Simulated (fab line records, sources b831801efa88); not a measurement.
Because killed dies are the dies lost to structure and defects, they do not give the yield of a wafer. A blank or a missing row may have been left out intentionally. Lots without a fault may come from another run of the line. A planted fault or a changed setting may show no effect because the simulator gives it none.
2 desks looking at one fault ; flow sky130 ; numbers are kept per desk, each desk with only its own; the story behind them comes last

## AT THE METROLOGY DESK
What the gauges read for every lot (on any tool): the sampled wafers with a number, averaged. Any lot whose mean is over 4 standard deviations away from the usual mean is out of limits and marked OUT; that distance is given in the brackets.
Columns: A = CAP2M_CVD_00_THK at SKY_CAP2M_THK_MEAS_01, usual 15.49 nm
lot;first seen here;A
L109;day 39 21:07;15.47
L110;day 40 09:16;15.48
L112;day 41 03:13;15.63
L114;day 41 08:48;15.51
L113;day 41 10:07;15.27
L116;day 42 14:28;15.42
L119;day 43 04:35;15.66
L120;day 43 05:48;15.23
L122;day 43 21:43;15.56
L123;day 44 00:10;15.68
L124;day 44 05:49;15.47
L131;day 45 23:07;15.85
This desk's finding: nothing out of limits on any of the 12 lots.

## AT THE TOOL OWNER'S DESK: plasmaAsher-01
The tool's own readings at SKY_VT_ADJUST_NCORE_STRIP_10 (strips in O2/N2): means of the sampled wafers that have a number, for each lot that ran on this tool. Any lot whose mean is over 4 standard deviations away from the usual mean is out of limits and marked OUT; that distance is given in the brackets.
Columns: A = drypumpMotorCurrentA at SKY_VT_ADJUST_NCORE_STRIP_10, usual 5.8 A; B = oesProductAu at SKY_VT_ADJUST_NCORE_STRIP_10, usual 0.716 a.u.; C = stripTimeToEndpointS at SKY_VT_ADJUST_NCORE_STRIP_10, usual 14.19 s
lot;first seen here;A;B;C
L109;day 8 21:10;6.1;0.716;14.20
L113;day 10 02:41;5.8;0.720;14.22
L119;day 12 01:19;6.1;0.715;14.24
L120;day 12 05:13;6.1;0.715;14.21
L122;day 12 17:28;5.8;0.721;14.20
L124;day 13 08:16;6.1;0.714;14.22
L131;day 15 06:34;5.9;0.721;14.14
This desk's finding: nothing out of limits on any of the 7 lots.

## PUT TOGETHER
The metrology desk saw nothing out of limits.
The tool owner's desk saw nothing out of limits.

## WHAT THE SIMULATOR PUT IN
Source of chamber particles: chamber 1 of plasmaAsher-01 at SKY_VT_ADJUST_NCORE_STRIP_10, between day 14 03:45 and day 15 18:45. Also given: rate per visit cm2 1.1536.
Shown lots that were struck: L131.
